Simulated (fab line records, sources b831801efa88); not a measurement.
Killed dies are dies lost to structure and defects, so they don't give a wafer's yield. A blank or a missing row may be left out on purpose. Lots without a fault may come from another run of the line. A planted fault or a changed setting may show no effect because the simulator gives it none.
A struck lot beside a sound one | flow gf180mcu | 16 steps out of a route of 602
Sound: wafers L982.2, L982.5, L982.6. Struck: wafers L990.2, L990.4, L990.6. The cause comes at the end.
At each step with rows: each side's tool, then ch and its chambers, then its first start. Under that, the readings that differ: sound wafers | struck wafers | difference of the means | sigmas: that difference in standard deviations of wafers without a fault.
alike: readings whose means differ by less than 2 such deviations, and words and numbers that are the same on both sides. not compared: withheld readings, readings that some wafer has no value for, bounds like >300 that may hide the same value, and numbers for which the record gives no deviation and whose values overlap.
The two part at a step that has a row with sigmas, a row that says differs or no value, or rows on one side only. Numbers that don't overlap but have no deviation are shown without sigmas and don't part them. A reading that every wafer of one side lacks parts them only if that side has two wafers or more.

GF_MIM_STRIP_20: strips in O2/N2.
  sound on plasma_asher-04 ch 0,1, day 28 19:06; struck on plasma_asher-04 ch 0,1, day 31 02:16
  alike: drypump_motor_current_A, heater_power_w, oes_product_au, strip_time_to_endpoint_s
  not compared: rf_hours_counter_h
then, 9 steps without rows for these wafers: GF_MIM_STRIP_21 (strips in post etch residue remover, time 1200 s); GF_MIM_CLEAN_22 (cleans in DIW); GF_M5_DEHYDRATE_00 (time 60 s); GF_M5_HMDS_01 (prime time 60 s); GF_M5_COAT_02 (resist thk 1000 nm); GF_M5_SOFTBAKE_03 (time 60 s); GF_M5_EXPOSE_04 (exposes mask Metal5, target cd 280 nm); GF_M5_PEB_05 (peb time 90 s); GF_M5_DEVELOP_06 (develop time 60 s).
GF_M5_CD_MEAS_07: target cd 280 nm.
  sound on cd_sem-01, day 29 14:43; struck on cd_sem-02, day 31 19:25
  reading    | sound             | struck            | difference | sigmas
  cd_nm (nm) | 277.2 278.7 278.0 | 282.6 282.7 281.5 | +4.3       | +3
GF_M5_OVL_MEAS_08:
  sound on overlay-02, day 29 14:49; struck on overlay-01, day 31 19:31
  reading     | sound  | struck      | difference | sigmas
  M5_OVL (nm) | -2 1 3 | -16 -12 -11 | -14        | -3
GF_M5_ETCH_09: etches Si3N4 in CF4/O2, target depth 52 nm, time 11.6 s.
  sound on rie_diel-03 ch 0,1,2, day 29 14:51; struck on rie_diel-03 ch 0,1,3, day 31 19:32
  reading                             | sound             | struck            | difference | sigmas
  oes_product_au (a.u.)               | 1.001 0.983 1.004 | 1.288 1.308 1.274 | +0.294     | +27
  throttle_valve_pct (%)              | 5.969 5.966 5.972 | 6.048 6.071 6.040 | +0.084     | +9
  model.etch.depth_nm (nm)            | 51.84 50.85 52.22 | 75.83 77.8 74.67  | +24.46     |
  model.KrF_of_M5_COAT_02.thk_nm (nm) | 951 950.3 944.7   | 938.4 936.9 934.8 | -12.0      |
  alike: drypump_motor_current_A
  not compared: rf_hours_counter_h
GF_M5_METAL_ETCH_10: etches the open film in Cl2/BCl3, stops on SiO2, target depth 750.8 nm, time 125.1 s.
  sound on rie_metal-03 ch 0,1, day 29 14:52; struck on rie_metal-04 ch 0,1, day 31 19:34
  reading                             | sound         | struck            | difference | sigmas
  model.KrF_of_M5_COAT_02.thk_nm (nm) | 652 651 644.3 | 632.5 641.3 631.6 | -14.0      |
  alike: drypump_motor_current_A, oes_product_au, throttle_valve_pct
  not compared: rf_hours_counter_h
GF_M5_STRIP_11: strips in O2/N2.
  sound on plasma_asher-04 ch 0,1, day 29 15:00; struck on plasma_asher-03 ch 0,1, day 31 19:42
  reading                      | sound             | struck            | difference | sigmas
  oes_product_au (a.u.)        | 0.526 0.525 0.524 | 0.509 0.520 0.510 | -0.012     | -2
  strip_time_to_endpoint_s (s) | 7.05 7.07 6.98    | 6.87 6.96 6.86    | -0.14      | -2
  alike: drypump_motor_current_A, heater_power_w
  not compared: rf_hours_counter_h
then, 1 step without rows for these wafers: GF_M5_STRIP_12 (strips in post etch residue remover, time 1200 s).

WHERE THEY PART
First at GF_M5_CD_MEAS_07; last, within this record, at GF_M5_STRIP_11.

WHY: what the simulator had put in
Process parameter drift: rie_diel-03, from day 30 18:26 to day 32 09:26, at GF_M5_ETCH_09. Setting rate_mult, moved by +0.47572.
